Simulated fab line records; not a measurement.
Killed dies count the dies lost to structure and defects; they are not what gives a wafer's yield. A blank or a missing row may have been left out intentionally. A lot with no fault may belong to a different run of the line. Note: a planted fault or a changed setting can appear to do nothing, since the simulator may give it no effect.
Comparing a struck lot with a sound one | flow sky130 | 14 steps out of a route of 708
Sound: wafers L589.3, L589.4, L589.6. Wafers struck: L575.2, L575.5, L575.6. The cause is given at the end.
Each step with rows lists, per side, the tool, then ch with its chambers, then its first start. Under that, the readings that differ: sound wafers | struck wafers | difference of the means | sigmas: that difference in standard deviations of wafers without a fault.
alike: words and numbers the same on both sides, and readings whose means are apart by under 2 such deviations; not compared: readings that were withheld, readings missing a value for some wafer, numbers with overlapping values and no deviation given by the record, and bounds like >300 which may hide the same value.
The two part at a step that has a row with sigmas, a row that says differs or no value, or rows on one side only. Numbers that don't overlap but have no deviation are shown without sigmas and don't part them. A reading missing from all wafers of one side parts the sides only when that side holds two or more wafers.

SKY_SD_N_RS_MEAS_17: the measuring method here is four-point-probe.
  sound on film metro-04 at day 34 10:35; struck on film metro-04 at day 30 07:07
  alike: SD_P_RS
SKY_SD_N_RS_MEAS_18: the measuring method here is four-point-probe.
  sound on film metro-04 at day 34 10:42; struck on film metro-04 at day 30 07:14
  alike: RES_XHIGH_RS
then, 2 steps without rows for these wafers: SKY_SALICIDE_CLEAN_00 (cleans in HF-last, time 30 s); SKY_LI_CONTACT_HDPCVD_00 (deposits PSG, target thk 930 nm, time 155 s).
SKY_LI_CONTACT_THK_MEAS_01:
  sound on film metro-02 at day 34 10:55; struck on film metro-04 at day 30 07:28
  alike: LI_CONTACT_HDPCVD_THK
SKY_LI_CONTACT_CMP_02: polishes PSG.
  sound on cmp-02 ch 1,2, day 34 10:58; struck on cmp-01 ch 2,3, day 30 07:41
  alike: edge zone pressure frac, motor current A, platen rpm, time to endpoint s
SKY_LI_CONTACT_BOW_MEAS_03:
  sound on film metro-02 at day 34 11:18; struck on film metro-04 at day 30 08:00
  alike: LI_CONTACT_BOW
then, 5 steps without rows for these wafers: SKY_LI_CONTACT_DEHYDRATE_04 (time 60 s); SKY_LI_CONTACT_HMDS_05 (prime time 60 s); SKY_LI_CONTACT_COAT_06 (resist thk 60 nm); SKY_LI_CONTACT_COAT_07 (resist thk 450 nm); SKY_LI_CONTACT_SOFTBAKE_08 (time 90 s).
SKY_LI_CONTACT_EXPOSE_09: exposes mask LICM1, target cd 170 nm.
  struck on krf scanner-01, day 30 21:53; sound on krf scanner-02 ch 0, day 35 01:44
  no value came back on the struck wafers for exposure dose mJ cm2, focus offset nm (nm), stage vel mm s (mm/s); on the sound wafers exposure dose mJ cm2 reads 38.03 38.05 37.96
  alike: mask
following that, these wafers have no rows for 1 step: SKY_LI_CONTACT_PEB_10.

== WHERE THEY PART ==
Only at SKY_LI_CONTACT_EXPOSE_09, within this record.

WHY: what had been put in by the simulator
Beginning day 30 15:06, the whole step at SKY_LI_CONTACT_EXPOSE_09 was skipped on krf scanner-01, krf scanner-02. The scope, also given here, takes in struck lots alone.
